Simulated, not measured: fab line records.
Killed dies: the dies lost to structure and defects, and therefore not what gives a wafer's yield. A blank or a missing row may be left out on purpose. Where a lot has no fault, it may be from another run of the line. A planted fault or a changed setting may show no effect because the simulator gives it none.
Split-lot study + flow sfqLine + 23 wafers read from 5 lots, route of 325 steps

SPLIT DETAILS
At SFQ_TRILAYER_M1_DEP_SPUTTER_037 (material Nb, target thk 200 nm, time 133.3 s), the setting timeS was moved away from the recipe's 133.3 s on 7 of the 23 wafers read, by -4.3% to +13.7%. All remaining wafers had this setting at the recipe value.

No step appears in the file between the split and the reading.

THE READING
M1_NB_RS in ohm/sq, measured at SFQ_M1_RS_MEAS_909 by four-point-probe. Fault-free wafers of this fab line usually give 0.888 ohm/sq, standard deviation 0.0056 ohm/sq.

| wafer  | tool, chamber at the split | timeS as run, s | against the recipe | M1_NB_RS, ohm/sq | against lot-mates on the recipe |
|--------|----------------------------|-----------------|--------------------|------------------|---------------------------------|
| L075.1 | pvdSputter-05, -           | 133.3           | recipe             | 0.885            | -                               |
| L075.2 | pvdSputter-05, -           | 133.3           | recipe             | 0.894            | -                               |
| L075.3 | pvdSputter-05, -           | 143.1           | +7.4%              | 0.830            | -0.058                          |
| L075.5 | pvdSputter-05, -           | 133.3           | recipe             | 0.886            | -                               |
| L075.6 | pvdSputter-05, -           | 143.1           | +7.4%              | 0.824            | -0.064                          |
| L077.1 | pvdSputter-06, -           | 151.5           | +13.7%             | 0.773            | -0.110                          |
| L077.3 | pvdSputter-06, -           | 151.5           | +13.7%             | 0.775            | -0.108                          |
| L077.4 | pvdSputter-06, -           | 151.5           | +13.7%             | 0.780            | -0.103                          |
| L077.5 | pvdSputter-06, -           | 133.3           | recipe             | 0.881            | -                               |
| L077.6 | pvdSputter-06, -           | 133.3           | recipe             | 0.884            | -                               |
| L078.1 | pvdSputter-04, -           | 133.3           | recipe             | 0.881            | -                               |
| L078.5 | pvdSputter-04, -           | 133.3           | recipe             | 0.890            | -                               |
| L078.6 | pvdSputter-04, -           | 133.3           | recipe             | 0.884            | -                               |
| L079.2 | pvdSputter-06, -           | 127.6           | -4.3%              | 0.932            | +0.043                          |
| L079.3 | pvdSputter-06, -           | 133.3           | recipe             | 0.893            | -                               |
| L079.4 | pvdSputter-06, -           | 127.6           | -4.3%              | 0.936            | +0.047                          |
| L079.5 | pvdSputter-06, -           | 133.3           | recipe             | 0.890            | -                               |
| L079.6 | pvdSputter-06, -           | 133.3           | recipe             | 0.885            | -                               |
| L080.1 | pvdSputter-04, -           | 133.3           | recipe             | 0.880            | -                               |
| L080.2 | pvdSputter-04, -           | 133.3           | recipe             | 0.883            | -                               |
| L080.3 | pvdSputter-04, -           | 133.3           | recipe             | 0.884            | -                               |
| L080.4 | pvdSputter-04, -           | 133.3           | recipe             | 0.879            | -                               |
| L080.5 | pvdSputter-04, -           | 133.3           | recipe             | 0.877            | -                               |

THE FIT
A straight line over all 23 wafers: M1_NB_RS changes by -0.00827 ohm/sq for each +1% of timeS; r = -0.99; the points scatter about the line by 0.0061 ohm/sq.
The same after taking each lot's own level away (the mean of its wafers on the recipe; 23 wafers): -0.00811 ohm/sq for each +1%; r = -0.99; scatter 0.0046 ohm/sq.
On that fit, the largest move of timeS shifts the reading by 0.11 ohm/sq.
The span of the lots' own levels, 0.8806 to 0.8893 ohm/sq, comes to 1.6 times the standard deviation stated above.
Consequently the slope shifts little with the lot-to-lot level, the two slopes agreeing.
Check: -0.109 ohm/sq against its lot-mates is what the line predicts for one of the wafers moved furthest among these (+13.7%) when that wafer is left out of the fit. It came out at -0.11 ohm/sq against them.

OTHER SPLITS APPLIED TO THESE WAFERS
Before the reading, these wafers also passed through other splits. Each is held against what the fit with the lots' levels taken away leaves over:
| other split on the same wafers              | wafers away from the commonest value | r with M1_NB_RS (lot level and that fit taken away) |
|---------------------------------------------|--------------------------------------|-----------------------------------------------------|
| SFQ_TRILAYER_L0_LITHO_COAT_005 spinRpm      | 7                                    | +0.20                                               |
| SFQ_TRILAYER_L0_LITHO_PEB_008 pebTimeS      | 8                                    | +0.19                                               |
| SFQ_TRILAYER_L0_CAP_PECVD_011 timeS         | 8                                    | -0.11                                               |
| SFQ_TRILAYER_L0_VIA_LITHO_PEB_016 pebTempC  | 10                                   | +0.08                                               |
| SFQ_TRILAYER_M0_DEP_SPUTTER_019 timeS       | 9                                    | +0.11                                               |
| SFQ_TRILAYER_M0_LITHO_PEB_024 pebTempC      | 10                                   | -0.04                                               |
| SFQ_TRILAYER_M0_ETCH_METAL_ETCH_024 biasW   | 8                                    | -0.08                                               |
| SFQ_TRILAYER_I0_VIA_LITHO_EXPOSE_032 doseMj | 8                                    | -0.19                                               |
| SFQ_TRILAYER_I0_VIA_LITHO_PEB_034 pebTimeS  | 2                                    | -0.47                                               |

THE WHOLE CHAIN: every reading that the file lists as answering this split, in the file's order
| step                            | what it does                                 | reading                                                                                  | change (the file's fit)              | r (the file's) |
|---------------------------------|----------------------------------------------|------------------------------------------------------------------------------------------|--------------------------------------|----------------|
| SFQ_TRILAYER_M1_DEP_SPUTTER_037 | material Nb, target thk 200 nm, time 133.3 s | Nb_of_TRILAYER_M1_DEP_SPUTTER_037.thkNm (the simulator's own value, which no gauge read) | +2.03 nm for each +1% of the setting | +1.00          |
| SFQ_M1_RS_MEAS_909              | measures by four-point-probe                 | M1_NB_RS                                                                                 | -0.00812 for each +1% of the setting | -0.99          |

THE FILE'S OWN FIT
M1_NB_RS changes by -0.00812 ohm/sq for each +1% of timeS, r = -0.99.
